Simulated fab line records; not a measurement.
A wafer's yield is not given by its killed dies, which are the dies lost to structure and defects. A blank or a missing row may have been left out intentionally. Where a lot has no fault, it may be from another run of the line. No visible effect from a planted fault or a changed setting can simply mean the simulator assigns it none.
Which tool was responsible? -- flow gf180mcu -- Sampling: 11 lots, 33 wafers, 6 of 602 route steps

WHAT THE GAUGES READ, wafer by wafer
GF_PSD_RS_MEAS_14: uses a four-point probe to measure. Usual: NSD_RS 45.94 ohm/sq, standard deviation 0.074.
lot,measured,on,NSD_RS (ohm/sq),flag
L540,day 15 22:03,filmMetro-03,46.07 46.00 46.01,
L541,day 16 10:28,filmMetro-01,45.88 45.90 45.88,
L543,day 17 02:01,filmMetro-04,46.12 45.97 46.08,
L545,day 17 18:19,filmMetro-01,45.81 45.99 45.98,
L549,day 19 02:53,filmMetro-04,44.66 44.71 44.73 44.74 44.71 44.57,OFF
L551,day 19 19:31,filmMetro-01,44.67 44.65 44.61 44.71 44.66 44.76,OFF
L556,day 21 10:44,filmMetro-01,45.94 46.01 45.87,
L558,day 22 01:35,filmMetro-03,45.98 46.00 45.95,
L560,day 22 15:34,filmMetro-04,45.94 45.97 46.07,
L561,day 23 00:46,filmMetro-01,46.05 45.99 45.92,
L563,day 23 14:29,filmMetro-04,46.12 45.98 45.96,

GF_V1_CD_MEAS_14 targets a cd of 260 nm. Usual: 260.1 nm for cdNm, sd 1.3.
lot,measured,on,cdNm (nm),flag
L540,day 20 02:41,cdSem-02,259.5 260.3 261.0,
L541,day 20 16:49,cdSem-02,260.2 262.2 259.6,
L543,day 21 10:19,cdSem-02,260.7 260.1 260.3,
L545,day 22 02:55,cdSem-02,259.1 260.1 258.5,
L549,day 23 11:41,cdSem-02,259.1 258.8 258.5,
L551,day 24 03:04,cdSem-01,261.5 261.4 262.9,
L556,day 25 14:11,cdSem-02,259.6 260.5 259.7,
L558,day 26 05:01,cdSem-01,259.4 259.6 258.4,
L560,day 26 15:22,cdSem-02,259.3 259.7 258.3,
L561,day 27 00:25,cdSem-02,259.9 258.9 258.5,
L563,day 27 14:17,cdSem-01,261.2 259.6 260.4,

TOOL THAT RAN EACH LOT (tool first, then ch and the chambers of the sampled wafers, then the start)
lot,GF_POLY_GATE_ETCH_13,GF_NSD_IMPLANT_09,GF_NSD_STRIP_11,GF_V1_CMP_04
L540,"rieSi-01 ch 0,2,3, day 10 04:49","implanter-02 ch 0, day 14 22:01","plasmaAsher-03 ch 0,1, day 14 22:18","cmp-01 ch 2,3, day 19 01:57"
L541,"rieSi-02 ch 2,3, day 10 17:11","implanter-02 ch 0, day 15 10:57","plasmaAsher-04 ch 0,1, day 15 11:14","cmp-01 ch 0,3, day 19 14:45"
L543,"rieSi-01 ch 3, day 11 05:14","implanter-02 ch 0, day 16 01:49","plasmaAsher-03 ch 0,1, day 16 02:07","cmp-01 ch 0,2,3, day 20 08:46"
L545,"rieSi-02 ch 0,1,2, day 11 22:24","implanter-04 ch 0, day 16 18:12","plasmaAsher-01 ch 0,1, day 16 18:30","cmp-02 ch 1,2, day 21 01:18"
L549,"rieSi-02 ch 1,2, day 13 02:02","implanter-02 ch 0, day 18 02:07","plasmaAsher-03 ch 0,1, day 18 02:25","cmp-01 ch 0,1,3, day 22 11:15"
L551,"rieSi-02 ch 0,1, day 13 15:05","implanter-02 ch 0, day 18 18:01","plasmaAsher-01 ch 0,1, day 18 18:19","cmp-02 ch 0,3, day 23 02:37"
L556,"rieSi-01 ch 0,1,2, day 14 23:20","implanter-03 ch 0, day 20 08:52","plasmaAsher-04 ch 0,1, day 20 09:09","cmp-01 ch 0,2,3, day 24 14:45"
L558,"rieSi-01 ch 1,2, day 15 15:15","implanter-03 ch 0, day 20 23:25","plasmaAsher-03 ch 0,1, day 20 23:41","cmp-01 ch 0,1,3, day 25 06:09"
L560,"rieSi-01 ch 1,2,3, day 16 04:58","implanter-02 ch 0, day 21 13:40","plasmaAsher-03 ch 0,1, day 21 13:58","cmp-01 ch 0,2,3, day 25 17:54"
L561,"rieSi-02 ch 1,2,3, day 16 12:08","implanter-02 ch 0, day 21 23:17","plasmaAsher-03 ch 0,1, day 21 23:35","cmp-01 ch 1,2,3, day 26 01:58"
L563,"rieSi-02 ch 0,1,2, day 17 00:47","implanter-02 ch 0, day 22 13:34","plasmaAsher-04 ch 0,1, day 22 13:52","cmp-02 ch 0,2, day 26 16:07"
- GF_POLY_GATE_ETCH_13: etches poly-Si in HBr/Cl2, stops on SiO2, target depth 198.5 nm, time 69.6 s.
- GF_NSD_IMPLANT_09
- GF_NSD_STRIP_11: strips in O2/N2.
- GF_V1_CMP_04: polishes SiO2.

AS READ BY THE TOOLS THEMSELVES (means over the sampled wafers that have a number; for cases with no such wafer, the mark the record gives instead)
GF_POLY_GATE_ETCH_13. Usual: drypumpMotorCurrentA 5.3 A, standard deviation 0.41; oesProductAu 0.986 a.u., standard deviation 0.0084; throttleValvePct 33.684 %, standard deviation 0.0082.
lot,tool,drypumpMotorCurrentA (A),oesProductAu (a.u.),throttleValvePct (%),flag
L540,rieSi-01,5.1,0.989,33.689,
L541,rieSi-02,5.3,0.994,33.685,
L543,rieSi-01,5.3,0.996,33.687,
L545,rieSi-02,5.4,0.985,33.683,
L549,rieSi-02,5.6,0.982,33.679,
L551,rieSi-02,5.7,0.991,33.682,
L556,rieSi-01,5.0,0.979,33.681,
L558,rieSi-01,5.0,0.990,33.681,
L560,rieSi-01,5.1,0.987,33.679,
L561,rieSi-02,5.6,0.984,33.679,
L563,rieSi-02,5.4,0.987,33.674,

GF_NSD_IMPLANT_09. Usual: beamOnS 18.7 s, standard deviation 1.7; doseIonsCm2 4e+15, standard deviation 4.2e+12.
lot,tool,beamOnS (s),doseIonsCm2,flag
L540,implanter-02,18.1,4e+15,
L541,implanter-02,17.9,4e+15,
L543,implanter-02,18.2,4e+15,
L545,implanter-04,17.4,4e+15,
L549,implanter-02,23.9,5e+15,OFF
L551,implanter-02,24.6,5e+15,OFF
L556,implanter-03,21.9,4e+15,
L558,implanter-03,21.6,4e+15,
L560,implanter-02,18.0,4e+15,
L561,implanter-02,17.7,4e+15,
L563,implanter-02,18.6,4e+15,

GF_NSD_STRIP_11. Usual: drypumpMotorCurrentA 5.8 A, standard deviation 0.47; heaterPowerW 316 W, standard deviation 32; oesProductAu 0.485 a.u., standard deviation 0.0044; stripTimeToEndpointS 23.00 s, standard deviation 0.035.
lot,tool,drypumpMotorCurrentA (A),heaterPowerW (W),oesProductAu (a.u.),stripTimeToEndpointS (s),flag
L540,plasmaAsher-03,6.3,299,0.484,23.01,
L541,plasmaAsher-04,5.7,360,0.488,22.99,
L543,plasmaAsher-03,6.0,301,0.484,22.98,
L545,plasmaAsher-01,5.2,313,0.488,23.04,
L549,plasmaAsher-03,6.1,302,0.473,23.79,OFF
L551,plasmaAsher-01,5.2,312,0.477,23.81,OFF
L556,plasmaAsher-04,5.7,338,0.486,23.04,
L558,plasmaAsher-03,6.3,297,0.482,22.99,
L560,plasmaAsher-03,6.3,299,0.478,22.97,
L561,plasmaAsher-03,6.1,296,0.486,23.00,
L563,plasmaAsher-04,5.7,341,0.483,22.97,

GF_V1_CMP_04. Usual: motorCurrentA 11.6 A, standard deviation 1.2; slurryFilterDpKPa 13.50 kPa, standard deviation 0.12; timeToEndpointS 80 s, standard deviation 5.8.
lot,tool,motorCurrentA (A),slurryFilterDpKPa (kPa),timeToEndpointS (s),flag
L540,cmp-01,10.8,13.52,80,
L541,cmp-01,11.5,13.58,80,
L543,cmp-01,10.9,13.46,77,
L545,cmp-02,13.2,13.44,76,
L549,cmp-01,10.9,13.51,80,
L551,cmp-02,11.3,13.62,88,
L556,cmp-01,11.4,13.41,86,
L558,cmp-01,11.1,13.53,83,
L560,cmp-01,11.3,13.46,74,
L561,cmp-01,10.6,13.45,81,
L563,cmp-02,12.2,13.70,79,

THE ANSWER, worked out from the rows above alone
Rule: lot off if the mean of its wafers having a number is beyond 3 standard deviations from the usual mean. Also off: a lot with no number at a reading for which 4 or more lots have one. Where the step has rows for the other lots, those lots are counted as sound. After the gauges, taken in route order, come the tools' own readings; for these a lot's mean is taken, as printed above. The first step at which some lot is off is used, and at that step the reading that is off furthest; a lot without a number counts as furthest.
Off: L549, L551, seen at GF_PSD_RS_MEAS_14 (NSD_RS).
If a tool, at a process step before that reading, ran all the lots that are off and no sound lot after the first of them, it fits. Not tried: the gauges at GF_PSD_RS_MEAS_14; whatever is off there is also off at GF_NSD_IMPLANT_09, on other tools, and gauge error can't account for it. None of those tried fits.

WHAT THE SIMULATOR HAD PUT IN
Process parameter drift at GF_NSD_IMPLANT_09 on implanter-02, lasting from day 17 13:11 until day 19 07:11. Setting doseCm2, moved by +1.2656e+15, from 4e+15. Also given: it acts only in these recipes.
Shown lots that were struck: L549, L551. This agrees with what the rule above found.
